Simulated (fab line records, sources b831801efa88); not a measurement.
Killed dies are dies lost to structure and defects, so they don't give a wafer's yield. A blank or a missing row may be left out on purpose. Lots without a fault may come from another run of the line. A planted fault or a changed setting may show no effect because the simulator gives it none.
Problem report in the 8D (eight disciplines) form, filled by code | flow gf180mcu | the parts of the form that need people (team, actions taken, sign-off) are left out

1. THE PROBLEM
HV_LDD_CVD_54_THK at GF_HV_LDD_THK_MEAS_55 reads a mean of 14.55 nm on 6 wafers of 2 lots; wafers without a fault read 9.95 nm with a standard deviation of 0.14. That is +33 standard deviations from the usual mean.
First seen on wafer L316.1, day 18 10:00, on film_metro-04. The record holds 42 wafers of 14 lots with a number at this step. Rule for "out", or "out of limits": more than 4 standard deviations from the usual mean. The other wafers with a number count as sound.

2. WHAT IT IS AND WHAT IT IS NOT
question                    | is                           | is not
which readings at this step | HV_LDD_CVD_54_THK            | -
which lots                  | L316, L318                   | L300, L301, L303, L305, L306, L307, L308, L309, L311, L313, L319, L322
which wafers of those lots  | all that have a number       | -
read on which gauges        | film_metro-03, film_metro-04 | film_metro-01
when                        | from day 18 10:00            | up to then (30 sound wafers); but 6 sound wafers of L319, L322 came after

3. SUSPECTS, AND WHAT RULES EACH OUT
Counting: a tool at a process step up to the reading stays a suspect if it ran every lot that is out and no sound lot after the first of them.
- the gauge at GF_HV_LDD_THK_MEAS_55: ruled out. The wafers that are out were read on 2 gauges (film_metro-03, film_metro-04).
- lpcvd-02 at GF_HV_LDD_CVD_54 (deposits SiO2 from TEOS, target thk 10 nm, time 75 s): kept. It ran every lot that is out, first L316 (day 18 08:59), and no sound lot after that; its last sound lot up to then is L313 (day 17 02:32).
Left after counting: lpcvd-02 at GF_HV_LDD_CVD_54.

4. THE CAUSE (what the simulator had put in)
Process parameter drift: lpcvd-02, from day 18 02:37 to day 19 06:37, at GF_HV_LDD_CVD_54. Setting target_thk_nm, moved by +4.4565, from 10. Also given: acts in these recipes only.
Counting left only this tool.

5. THE CHAIN OF EFFECTS, in route order
Each row: a reading whose mean over the struck wafers that have a number lies more than 3 standard deviations from the usual. Only readings for which the record gives a usual standard deviation are gone through. hours: the time from each lot's start at the first step in this table that gives one to its start at this step, as a median over the lots. sigmas: the change in usual standard deviations.
hours | step                  | reading           | usual   | on struck wafers | change | sigmas
0     | GF_HV_LDD_THK_MEAS_55 | HV_LDD_CVD_54_THK | 9.95 nm | 14.55            | +4.60  | +33

6. WHAT WOULD HAVE CAUGHT IT SOONER
In this record the first reading out of limits at a measuring or inspecting step was taken at day 18 10:00, 7 hours after the fault began at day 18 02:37.
Of the lots that are out (2), L318 began GF_HV_LDD_CVD_54 on lpcvd-02 after day 18 10:00. A hold on the tool at that time would have spared it.
